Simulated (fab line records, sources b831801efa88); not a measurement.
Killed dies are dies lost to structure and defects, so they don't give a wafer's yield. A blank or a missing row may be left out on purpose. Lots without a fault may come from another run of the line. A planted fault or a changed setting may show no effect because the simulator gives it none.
A struck lot beside a sound one | flow sky130 | 16 steps out of a route of 708
Sound: wafers L180.2, L180.4, L180.5. Struck: wafer L192.1. (L192.2, L192.4 of the same lot were not struck and are left out.) The cause comes at the end.
At each step with rows: each side's tool, then ch and its chambers, then its first start. Under that, the readings that differ: sound wafers | struck wafers | difference of the means | sigmas: that difference in standard deviations of wafers without a fault.
alike: readings whose means differ by less than 2 such deviations, and words and numbers that are the same on both sides. not compared: withheld readings, readings that some wafer has no value for, bounds like >300 that may hide the same value, and numbers for which the record gives no deviation and whose values overlap.
The two part at a step that has a row with sigmas, a row that says differs or no value, or rows on one side only. Numbers that don't overlap but have no deviation are shown without sigmas and don't part them. A reading that every wafer of one side lacks parts them only if that side has two wafers or more.

first, 4 steps without rows for these wafers: SKY_RES_XHIGH_EXPOSE_04 (exposes mask URPM, target cd 1270 nm); SKY_RES_XHIGH_PEB_05; SKY_RES_XHIGH_DEVELOP_06 (develop time 60 s); SKY_RES_XHIGH_IMPLANT_07.
SKY_RES_XHIGH_STRIP_08: strips in O2/N2.
  sound on plasma_asher-04 ch 1, day 29 05:19; struck on plasma_asher-03 ch 1, day 33 09:47
  alike: drypump_motor_current_A, oes_product_au, strip_time_to_endpoint_s
  not compared: rf_hours_counter_h
SKY_RES_XHIGH_TW_MEAS_09:
  sound on film_metro-02, day 29 05:25; struck on film_metro-02, day 33 09:53
  alike: RES_XHIGH_TW
then, 6 steps without rows for these wafers: SKY_SD_N_DEHYDRATE_00 (time 60 s); SKY_SD_N_HMDS_01 (prime time 60 s); SKY_SD_N_COAT_02 (resist thk 1140 nm); SKY_SD_N_SOFTBAKE_03 (time 60 s); SKY_SD_N_EXPOSE_04 (exposes mask NSDM, target cd 380 nm); SKY_SD_N_PEB_05.
SKY_SD_N_DEVELOP_06: develop time 60 s.
  sound on litho_track-02 ch 0, day 30 09:29; struck on litho_track-02 ch 0, day 34 12:07
SKY_SD_N_CD_MEAS_07: target cd 380 nm.
  sound on cd_sem-01, day 30 09:38; struck on cd_sem-01, day 34 12:33
  reading    | sound             | struck | difference | sigmas
  cd_nm (nm) | 378.2 378.9 377.2 | 305.8  | -72.3      | -24
  not compared: hold
SKY_SD_N_OVL_MEAS_08:
  sound on overlay-01, day 30 09:44; struck on overlay-02, day 34 15:18
  reading       | sound          | struck                   | difference                   | sigmas
  hold          | - - -          | await_dispo/2.6h/release | no value on the sound wafers |
  SD_N_OVL (nm) | -2.7 -3.1 -1.7 | 1.2                      | +3.7                         | +2
-- the record jumps here: 16 days lie between the struck wafers' starts before and after (it left off in module SD_N and takes up again in module PAD_OPEN, whose first step shown is number 708 of the route) --
SKY_PAD_OPEN_PROBE_99:
  sound on prober-01, day 48 00:59; struck on prober-01, day 50 19:10
  reading         | sound | struck | difference | sigmas
  killed_at_M4_up | 1 3 3 | 7      | +5         | +3
  alike: killed_at_M0_to_M3, killed_at_contacts, killed_at_front_end, killed_at_other, killed_dies, killed_open, killed_short

WHERE THEY PART
First at SKY_SD_N_CD_MEAS_07; last, within this record, at SKY_PAD_OPEN_PROBE_99.

WHY: what the simulator had put in
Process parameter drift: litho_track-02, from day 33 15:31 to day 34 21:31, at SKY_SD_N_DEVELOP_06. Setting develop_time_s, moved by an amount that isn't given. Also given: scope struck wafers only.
